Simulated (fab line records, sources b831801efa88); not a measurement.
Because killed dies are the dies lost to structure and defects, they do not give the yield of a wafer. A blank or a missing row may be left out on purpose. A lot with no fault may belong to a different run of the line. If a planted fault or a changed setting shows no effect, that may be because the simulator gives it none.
What tool caused it? + flow gf180mcu + 39 wafers from 13 lots sampled at 3 of the route's 602 steps

## WHAT THE GAUGES READ, wafer by wafer
GF_TOP_METAL_RS_MEAS_05: measurement is done with a four-point probe.
| lot  | measured     | on           | TOP_METAL_ALCU_RS (ohm/sq) |
|------|--------------|--------------|----------------------------|
| L740 | day 27 08:57 | filmMetro-01 | 0.0327 0.0321 0.0324       |
| L741 | day 27 14:11 | filmMetro-02 | 0.0326 0.0322 0.0323       |
| L743 | day 28 10:33 | filmMetro-04 | 0.0328 0.0330 0.0330       |
| L746 | day 29 09:04 | filmMetro-01 | 0.0324 0.0326 0.0324       |
| L752 | day 31 01:38 | filmMetro-02 | 0.0327 0.0330 0.0332       |
| L753 | day 31 08:58 | filmMetro-01 | 0.0331 0.0327 0.0329       |
| L757 | day 32 05:54 | filmMetro-04 | 0.0331 0.0329 0.0328       |
| L758 | day 32 10:29 | filmMetro-02 | 0.0328 0.0320 0.0329       |
| L759 | day 32 19:21 | filmMetro-04 | 0.0330 0.0331 0.0334       |
| L760 | day 33 01:19 | filmMetro-02 | 0.0332 0.0331 0.0328       |
| L761 | day 33 03:36 | filmMetro-02 | 0.0324 0.0323 0.0331       |
| L762 | day 33 09:51 | filmMetro-01 | 0.0335 0.0325 0.0332       |
| L763 | day 33 16:10 | filmMetro-01 | 0.0332 0.0330 0.0328       |

## TOOL THAT RAN EACH LOT (tool first, then ch and the chambers of the sampled wafers, then the start)
| lot  | GF_V1_CLEAN_20                 | GF_V5_STRIP_18                      |
|------|--------------------------------|-------------------------------------|
| L740 | wetBench-03 ch 1, day 18 05:10 | plasmaAsher-03 ch 0,1, day 27 07:30 |
| L741 | wetBench-02 ch 1, day 18 13:23 | plasmaAsher-01 ch 1, day 27 12:42   |
| L743 | wetBench-04 ch 1, day 19 12:46 | plasmaAsher-01 ch 0,1, day 28 09:07 |
| L746 | wetBench-03 ch 3, day 20 16:17 | plasmaAsher-04 ch 0,1, day 29 07:36 |
| L752 | wetBench-02 ch 3, day 22 20:32 | plasmaAsher-04 ch 0,1, day 31 00:10 |
| L753 | wetBench-04 ch 1, day 23 05:47 | plasmaAsher-03 ch 1, day 31 07:30   |
| L757 | wetBench-03 ch 2, day 24 08:52 | plasmaAsher-01 ch 0,1, day 32 04:25 |
| L758 | wetBench-04 ch 2, day 24 14:50 | plasmaAsher-03 ch 0,1, day 32 09:00 |
| L759 | wetBench-04 ch 2, day 25 01:47 | plasmaAsher-04 ch 0,1, day 32 17:54 |
| L760 | wetBench-02 ch 2, day 25 10:26 | plasmaAsher-04 ch 0,1, day 32 23:52 |
| L761 | wetBench-04 ch 3, day 25 15:11 | plasmaAsher-04 ch 0,1, day 33 02:06 |
| L762 | wetBench-04 ch 2, day 25 19:59 | plasmaAsher-03 ch 0,1, day 33 08:24 |
| L763 | wetBench-02 ch 3, day 26 04:41 | plasmaAsher-04 ch 0,1, day 33 14:37 |
- GF_V1_CLEAN_20: cleans in DIW.
- GF_V5_STRIP_18: strips in O2/N2.

## AS READ BY THE TOOLS THEMSELVES (means over the sampled wafers that have a number; for cases with no such wafer, the mark the record gives instead)
GF_V5_STRIP_18.
| lot  | tool           | drypumpMotorCurrentA (A) | heaterPowerW (W) | oesProductAu (a.u.) | platenTempC (C) |
|------|----------------|--------------------------|------------------|---------------------|-----------------|
| L740 | plasmaAsher-03 | 5.9                      | 308              | 0.568               | 250.35          |
| L741 | plasmaAsher-01 | 5.9                      | 340              | 0.568               | 249.98          |
| L743 | plasmaAsher-01 | 5.4                      | 329              | 0.572               | 250.00          |
| L746 | plasmaAsher-04 | 6.2                      | 301              | 0.567               | 249.91          |
| L752 | plasmaAsher-04 | 5.9                      | 318              | 0.571               | 250.18          |
| L753 | plasmaAsher-03 | 5.7                      | 312              | 0.574               | 250.04          |
| L757 | plasmaAsher-01 | 5.5                      | 339              | 0.575               | 249.92          |
| L758 | plasmaAsher-03 | 5.9                      | 306              | 0.571               | 249.70          |
| L759 | plasmaAsher-04 | 6.0                      | 322              | 0.568               | 250.01          |
| L760 | plasmaAsher-04 | 6.2                      | 298              | 0.568               | 250.01          |
| L761 | plasmaAsher-04 | 5.9                      | 321              | 0.571               | 249.70          |
| L762 | plasmaAsher-03 | 5.9                      | 311              | 0.571               | 250.10          |
| L763 | plasmaAsher-04 | 6.0                      | 321              | 0.564               | 249.96          |

## THE ANSWER, worked out from the rows above alone
Rule: the lots themselves supply what counts as usual. The widest of any qualifying gaps counts: lots, ordered by their means at a reading, are off when they make up no more than a third of the lots, leave a main group of 4 or more, and stand apart from it by 3 or more times the standard deviation of that group's means. Not used: any main group whose means are identical at the precision the tables above print for the reading. A lot without any number at a reading at which 4 lots or more have one is off too. Any other lot the step has rows for is counted as sound. The gauges are gone through in route order, then the tools' own readings, and for those a lot's mean is taken as printed above. At the first step where some lot is off, the reading lying furthest off is the one used; lots without a number count as furthest.
None of the lots is off at any reading shown; this tells nothing.

## WHAT THE SIMULATOR PUT IN
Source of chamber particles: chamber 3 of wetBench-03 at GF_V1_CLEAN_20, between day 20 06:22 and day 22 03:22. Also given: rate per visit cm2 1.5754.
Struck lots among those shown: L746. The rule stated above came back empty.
